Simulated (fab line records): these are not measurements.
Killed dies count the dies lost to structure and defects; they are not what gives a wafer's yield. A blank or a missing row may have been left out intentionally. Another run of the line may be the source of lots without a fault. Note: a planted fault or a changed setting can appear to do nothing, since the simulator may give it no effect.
fab line records	flow sky130
record: lots: 16	wafers: 48	last-day: 49
route steps=708 shown VT_ADJUST_NCORE@123 PAD_OPEN@708
lots untouched by any fault: they come from a run of this same line in which no faults occurred
start-h: hours from the record's first day to the start of the lot's first wafer shown	wait-h: time in hours since the lot's previous step	" same as the row above	L1.1+2: several wafers, shown together as one row	- no value present, or no start provided	* or withheld: withheld	< > ~ a bound
route shown NAME@n: NAME is a module with steps in the file, n the number in the route of the first one	usual: mean and standard deviation over wafers with no fault	same: alike in all rows	chamber/n: place in a boat	sites: readings site by site	_std_site: the values' standard deviation	_edge_site: mean of outer sites minus mean of inner sites	radius-mm: how far each site lies from the wafer's centre	mask NAME#n: copy n	behind: tool/chamber where the wafer was last shaped	hold: why the lot went on hold/how many hours it stayed there/how the hold came to an end	device: whichever transistor did not switch (one of n, p or np)	end of line: the tests these same wafers got at the end of their route	step lacking rows: just its recipe	killed: dies that structure and defects cost at the first sort, which is not the same as the wafer's yield	map: shows each die of a wafer: x if killed, . if not, _ if none is there
set.NAME: the setting the step ran with; set.NAME@STEP: the setting that earlier step ran with	model.NAME: the simulator's own value behind a step, which no gauge read
route steps across a sampled set of lots; one table per step, one row per wafer
services: a tool's chamber out of use, with start hour (start-h, from the record's first day; less than 0 if before it), hours out, and reason
== steps ==
step: SKY_VT_ADJUST_NCORE_EXPOSE_04
recipe: mask-id: LVTN_COMPLEMENT_THIN	na: 0.6	source-shape: conventional	sigma-outer: 0.6	polarization: unpolarized	target-cd-nm: 380	dose-mj: 139
usual: exposure-dose-mJ-cm2: 139.00/0.14
lot.wafer	tool	chamber	start-h	wait-h	mask	exposure-dose-mJ-cm2
L246.4	iline-stepper-01	0	167.44	-	LVTN_COMPLEMENT_THIN#0	138.97
L246.5	"	0	"	"	LVTN_COMPLEMENT_THIN#0	139.11
L246.6	"	0	"	"	LVTN_COMPLEMENT_THIN#0	139.11
L247.3	iline-stepper-01	0	173.44	-	LVTN_COMPLEMENT_THIN#0	139.00
L247.4	"	0	"	"	LVTN_COMPLEMENT_THIN#0	139.03
L247.5	"	0	"	"	LVTN_COMPLEMENT_THIN#0	138.91
L248.3	iline-stepper-01	0	181.26	-	LVTN_COMPLEMENT_THIN#0	138.87
L248.5	"	0	"	"	LVTN_COMPLEMENT_THIN#0	139.11
L248.6	"	0	"	"	LVTN_COMPLEMENT_THIN#0	138.87
L250.2	iline-stepper-01	0	196.68	-	LVTN_COMPLEMENT_THIN#0	139.27
L250.4	"	0	"	"	LVTN_COMPLEMENT_THIN#0	138.85
L250.6	"	0	"	"	LVTN_COMPLEMENT_THIN#0	138.91
L251.1	iline-stepper-01	0	201.11	-	LVTN_COMPLEMENT_THIN#0	139.00
L251.5	"	0	"	"	LVTN_COMPLEMENT_THIN#0	138.76
L251.6	"	0	"	"	LVTN_COMPLEMENT_THIN#0	138.94
L252.1	iline-stepper-01	0	209.84	-	LVTN_COMPLEMENT_THIN#0	138.94
L252.4	"	0	"	"	LVTN_COMPLEMENT_THIN#0	138.86
L252.6	"	0	"	"	LVTN_COMPLEMENT_THIN#0	138.96
L253.4	iline-stepper-01	0	212.82	-	LVTN_COMPLEMENT_THIN#0	138.86
L253.5	"	0	"	"	LVTN_COMPLEMENT_THIN#0	139.17
L253.6	"	0	"	"	LVTN_COMPLEMENT_THIN#0	138.89
L254.3	iline-stepper-01	0	225.16	-	LVTN_COMPLEMENT_THIN#0	139.00
L254.4	"	0	"	"	LVTN_COMPLEMENT_THIN#0	138.86
L254.6	"	0	"	"	LVTN_COMPLEMENT_THIN#0	139.14
L256.3	iline-stepper-02	0	255.59	-	LVTN_COMPLEMENT_THIN#0	138.90
L256.4	"	0	"	"	LVTN_COMPLEMENT_THIN#0	138.99
L256.5	"	0	"	"	LVTN_COMPLEMENT_THIN#0	139.03
L258.1	iline-stepper-01	0	258.60	-	LVTN_COMPLEMENT_THIN#0	139.07
L258.4	"	0	"	"	LVTN_COMPLEMENT_THIN#0	138.83
L258.5	"	0	"	"	LVTN_COMPLEMENT_THIN#0	139.21
L259.4	iline-stepper-02	0	264.76	-	LVTN_COMPLEMENT_THIN#0	139.08
L259.5	"	0	"	"	LVTN_COMPLEMENT_THIN#0	139.14
L259.6	"	0	"	"	LVTN_COMPLEMENT_THIN#0	138.98
L260.2	iline-stepper-01	0	268.47	-	LVTN_COMPLEMENT_THIN#0	144.78
L260.3	"	0	"	"	LVTN_COMPLEMENT_THIN#0	144.91
L260.5	"	0	"	"	LVTN_COMPLEMENT_THIN#0	144.73
L262.1	iline-stepper-02	0	286.62	-	LVTN_COMPLEMENT_THIN#0	139.23
L262.2	"	0	"	"	LVTN_COMPLEMENT_THIN#0	139.27
L262.4	"	0	"	"	LVTN_COMPLEMENT_THIN#0	138.88
L265.3	iline-stepper-01	0	299.19	-	LVTN_COMPLEMENT_THIN#0	143.73
L265.4	"	0	"	"	LVTN_COMPLEMENT_THIN#0	143.58
L265.6	"	0	"	"	LVTN_COMPLEMENT_THIN#0	143.81
L264.2	iline-stepper-01	0	299.99	-	LVTN_COMPLEMENT_THIN#0	143.36
L264.4	"	0	"	"	LVTN_COMPLEMENT_THIN#0	143.54
L264.5	"	0	"	"	LVTN_COMPLEMENT_THIN#0	143.65
L266.1	iline-stepper-01	0	313.70	-	LVTN_COMPLEMENT_THIN#0	142.00
L266.2	"	0	"	"	LVTN_COMPLEMENT_THIN#0	141.90
L266.3	"	0	"	"	LVTN_COMPLEMENT_THIN#0	141.81
step: SKY_VT_ADJUST_NCORE_CD_MEAS_07
recipe: target-cd-nm: 380
usual: cd-nm: 379.9/2.3
lot.wafer	tool	chamber	start-h	wait-h	cd-nm
L246.4	cd-sem-01	-	177.32	0.1	376.0
L246.5	"	-	"	"	376.2
L246.6	"	-	"	"	377.6
L247.3	cd-sem-02	-	183.64	0.1	376.4
L247.4	"	-	"	"	378.7
L247.5	"	-	"	"	379.7
L248.3	cd-sem-02	-	191.79	0.1	379.6
L248.5	"	-	"	"	378.9
L248.6	"	-	"	"	377.7
L250.2	cd-sem-02	-	206.44	0.1	381.7
L250.4	"	-	"	"	382.9
L250.6	"	-	"	"	385.0
L251.1	cd-sem-02	-	211.60	0.1	380.2
L251.5	"	-	"	"	379.5
L251.6	"	-	"	"	379.4
L252.1	cd-sem-02	-	220.50	0.1	381.3
L252.4	"	-	"	"	376.4
L252.6	"	-	"	"	380.7
L253.4	cd-sem-02	-	223.01	0.1	378.9
L253.5	"	-	"	"	376.2
L253.6	"	-	"	"	377.8
L254.3	cd-sem-01	-	236.89	0.1	382.4
L254.4	"	-	"	"	382.9
L254.6	"	-	"	"	380.8
L256.3	cd-sem-01	-	266.66	0.1	382.3
L256.4	"	-	"	"	383.7
L256.5	"	-	"	"	380.8
L258.1	cd-sem-01	-	269.80	0.1	379.4
L258.4	"	-	"	"	382.1
L258.5	"	-	"	"	379.7
L259.4	cd-sem-02	-	275.43	0.1	381.7
L259.5	"	-	"	"	380.4
L259.6	"	-	"	"	380.4
L260.2	cd-sem-01	-	280.28	0.1	392.0
L260.3	"	-	"	"	391.2
L260.5	"	-	"	"	392.7
L262.1	cd-sem-02	-	298.70	0.1	376.5
L262.2	"	-	"	"	378.7
L262.4	"	-	"	"	378.9
L265.3	cd-sem-02	-	312.15	0.1	387.1
L265.4	"	-	"	"	386.1
L265.6	"	-	"	"	388.3
L264.2	cd-sem-02	-	313.08	0.1	389.7
L264.4	"	-	"	"	391.2
L264.5	"	-	"	"	386.3
L266.1	cd-sem-01	-	326.25	0.1	389.2
L266.2	"	-	"	"	388.3
L266.3	"	-	"	"	388.6
step: SKY_PAD_OPEN_PROBE_99
usual: killed_at_M0_to_M3: 44/7.2	killed_at_M4_up: 3.1/1.8	killed-at-contacts: 24/4.5	killed-at-front-end: 16/4.4	killed-at-other: 0.2/0.42	killed-dies: 87/8.9	killed-open: 48/6.4	killed-short: 39/6.2
same: gross-dies: 492	killed-at-back-side: 0
lot.wafer	tool	chamber	start-h	wait-h	killed_at_M0_to_M3	killed_at_M4_up	killed-at-contacts	killed-at-front-end	killed-at-other	killed-dies	killed-open	killed-short
L264.2	prober-01	-	1172.37	0.1	38	5	31	15	0	89	44	45
L264.4	prober-01	-	1172.47	0.2	44	6	24	18	1	93	50	43
L264.5	prober-01	-	1172.52	0.2	33	4	26	14	0	77	45	32
killed by level:class
L264.2 VIA1:geometric-particle:open=15 CONTACT:geometric-particle:open=10 LOCAL_INTERCONNECT:geometric-particle:short=8 CONTACT:geometric-particle:short=6 VIA3:geometric-particle:open=5 METAL1:geometric-particle:short=4 LI_CONTACT:geometric-particle:open=4 METAL4:geometric-particle:short=4
L264.4 VIA1:geometric-particle:open=13 CONTACT:geometric-particle:open=10 VIA3:geometric-particle:open=8 POLY_GATE:geometric-particle:open=5 LI_CONTACT:geometric-particle:open=5 METAL1:geometric-particle:short=5 FIELD_ISO:geometric-particle:short=4 POLY_GATE:geometric-particle:short=4
L264.5 CONTACT:geometric-particle:open=14 VIA2:geometric-particle:open=8 VIA3:geometric-particle:open=7 POLY_GATE:geometric-particle:short=5 LI_CONTACT:geometric-particle:open=4 LI_CONTACT:geometric-particle:short=4 VIA1:geometric-particle:open=4 METAL1:geometric-particle:short=3
== services ==
tool	chamber	start-h	hours	kind
iline-stepper-02	-	181.21	1.7	pm
iline-stepper-01	-	235.22	4.4	pm
iline-stepper-01	-	245.77	2.1	pm
iline-stepper-01	-	247.85	-	consumable-replace:lamp
== key ==
first-sign: step: SKY_VT_ADJUST_NCORE_EXPOSE_04	reading: exposure-dose-mJ-cm2	direction: up	sigmas: 32	usual: *	struck: *
effect: step: SKY_VT_ADJUST_NCORE_CD_MEAS_07	reading: cd-nm	direction: up	sigmas: 4	usual: 379.9	struck: 389.2	through: control-loop
met-at SKY_VT_ADJUST_NCORE_EXPOSE_04
struck-lots L260,L264,L265,L266
tester-left-out L260,L264,L265,L266
loop-trim: step: SKY_VT_ADJUST_NCORE_EXPOSE_04	setting: dose	lots: L264,L265,L266
onset-between 258.60 268.47
fault: kind: process-parameter-drift	tool: iline-stepper-01	chamber: -	onset-h: 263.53	steps: SKY_VT_ADJUST_NCORE_EXPOSE_04	channel: dose-mj	offset: 5.7626	shape: step	acts-in: these-recipes-only	stated: 139
tester-left-out: of these lots the tester's yield and bins aren't shown, on N5 and GAA mostly nor the transistor test; their killed dies are dies lost to structure and defects alone, not to doping, threshold or leakage, so they don't give the yield
loop-trim: a control loop set the setting to another value than it would have without faults
